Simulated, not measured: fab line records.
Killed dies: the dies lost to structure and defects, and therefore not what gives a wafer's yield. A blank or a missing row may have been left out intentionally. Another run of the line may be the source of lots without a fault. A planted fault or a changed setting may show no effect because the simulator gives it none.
A struck lot beside a sound one / flow sfq line / 18 out of 325 route steps
Sound: wafers L608.1, L608.4, L608.6. The struck wafers were L613.2, L613.3, L613.5. The cause is given at the end.
For every step that has rows: the tool of each side, followed by ch and its chambers, followed by its first start. Under that, the readings that differ: sound wafers / struck wafers / difference of the means / sigmas: that difference in standard deviations of wafers without a fault.
alike: readings whose means differ by less than 2 such deviations, and words and numbers that are the same on both sides. not compared: withheld readings, readings that some wafer has no value for, bounds like >300 that may hide the same value, and numbers for which the record gives no deviation and whose values overlap.
Wherever a step has rows on one side only, a row that says differs or no value, or a row with sigmas, the two part there. Non-overlapping numbers with no deviation appear without sigmas and do not part them. A reading that every wafer of one side lacks parts them only if that side has two wafers or more.

SFQ_TRILAYER_M3_BARC_OPEN_METAL_ETCH_100: etches BARC in O2, target depth 125 nm, time 41.7 s.
  sound on rie metal-01 ch 0,1, day 37 04:35; struck on rie metal-02 ch 0,1, day 39 08:46
  alike: drypump motor current A, oes product au
  not compared: rf hours counter h
then, 1 step without rows for these wafers: SFQ_TRILAYER_M3_ETCH_METAL_ETCH_078 (etches Nb in Cl2/Ar, stops on SiO2, target depth 240 nm, time 120 s).
SFQ_TRILAYER_M3_STRIP_STRIP_079: strips in O2.
  sound on rie metal-01 ch 0,1, day 37 04:46; struck on rie metal-02 ch 0,1, day 39 08:58
  alike: drypump motor current A, oes product au, platen temp c
  not compared: rf hours counter h
then, 1 step without rows for these wafers: SFQ_TRILAYER_M3_STRIP_SOLV_CLEAN_080 (cleans in NMP, time 600 s).
SFQ_TRILAYER_I3_DEP_PECVD_081: deposits SiO2 from SiH4/N2O, time 111.11 s, target thk 500 nm.
  sound on pecvd-03 ch 0,2, day 37 05:34; struck on pecvd-03 ch 0,1,2, day 39 09:44
  alike: heater power w, throttle valve pct
then, 1 step without rows for these wafers: SFQ_TRILAYER_I3_CMP_CMP_082 (polishes SiO2).
SFQ_I3_BOW_MEAS_922:
  sound on film metro-01, day 39 08:52; struck on film metro-01, day 40 19:29
  alike: I3_BOW
SFQ_TRILAYER_I3_METRO_MEASURE_083:
  sound on film metro-01, day 39 08:59; struck on film metro-01, day 40 19:47
  alike: thk nm
then, 4 steps without rows for these wafers: SFQ_TRILAYER_I3_VIA_LITHO_COAT_090 (resist thk 62 nm); SFQ_TRILAYER_I3_VIA_LITHO_COAT_085 (resist thk 650 nm); SFQ_TRILAYER_I3_VIA_LITHO_SOFTBAKE_089; SFQ_TRILAYER_I3_VIA_LITHO_EXPOSE_086 (exposes mask I3, target cd 500 nm).
-- the record jumps here: 6 days lie between the struck wafers' starts before and after --
SFQ_TRILAYER_I3_VIA_LITHO_PEB_088: peb time 60 s.
  sound on litho track-03 ch 0, day 45 01:40; struck on litho track-03 ch 0, day 47 04:35
then, 1 step without rows for these wafers: SFQ_TRILAYER_I3_VIA_LITHO_DEVELOP_087 (time 60 s).
SFQ_I3_OVL_MEAS_923:
  sound on overlay-02, day 45 01:58; struck on overlay-01, day 47 04:52
  alike: I3_OVL
SFQ_TRILAYER_I3_VIA_BARC_OPEN_VIA_ETCH_121: etches BARC in O2, target depth 125 nm, time 41.7 s.
  sound on rie diel-03 ch 0,2,3, day 45 02:00; struck on rie diel-02 ch 0,3, day 47 04:54
reading=model.I3.cd nm (nm); sound=501.1 500.7 500.7; struck=531 531.8 531.3; difference=+31; sigmas=
  alike: drypump motor current A, oes product au
  not compared: rf hours counter h
SFQ_TRILAYER_I3_VIA_ETCH_VIA_ETCH_088: etches SiO2 in CHF3, stops on Nb, target depth 260 nm.
  sound on rie diel-03 ch 0,2,3, day 45 02:02; struck on rie diel-02 ch 0,3, day 47 04:56
reading=drypump motor current A (A); sound=6.4 5.8 6.7; struck=5.5 5.0 5.0; difference=-1.1; sigmas=-2
reading=model.I3.cd nm (nm); sound=500.4 500.4 503.5; struck=529 532 531.7; difference=+29; sigmas=
  alike: oes product au
SFQ_TRILAYER_I3_VIA_STRIP_STRIP_089: strips in O2.
  sound on rie metal-02 ch 0,1, day 45 02:09; struck on rie metal-02 ch 0, day 47 05:03
reading=drypump motor current A (A); sound=4.73 4.72 5.65; struck=5.67 5.67 5.65; difference=+0.63; sigmas=+2
reading=platen temp c (C); sound=40.16 40.10 40.31; struck=39.92 40.04 39.95; difference=-0.22; sigmas=-2
  alike: oes product au
  not compared: rf hours counter h

## WHERE THEY PART
Earliest at SFQ_TRILAYER_I3_VIA_ETCH_VIA_ETCH_088; latest, in this record, at SFQ_TRILAYER_I3_VIA_STRIP_STRIP_089.

WHY: whatever the simulator had introduced
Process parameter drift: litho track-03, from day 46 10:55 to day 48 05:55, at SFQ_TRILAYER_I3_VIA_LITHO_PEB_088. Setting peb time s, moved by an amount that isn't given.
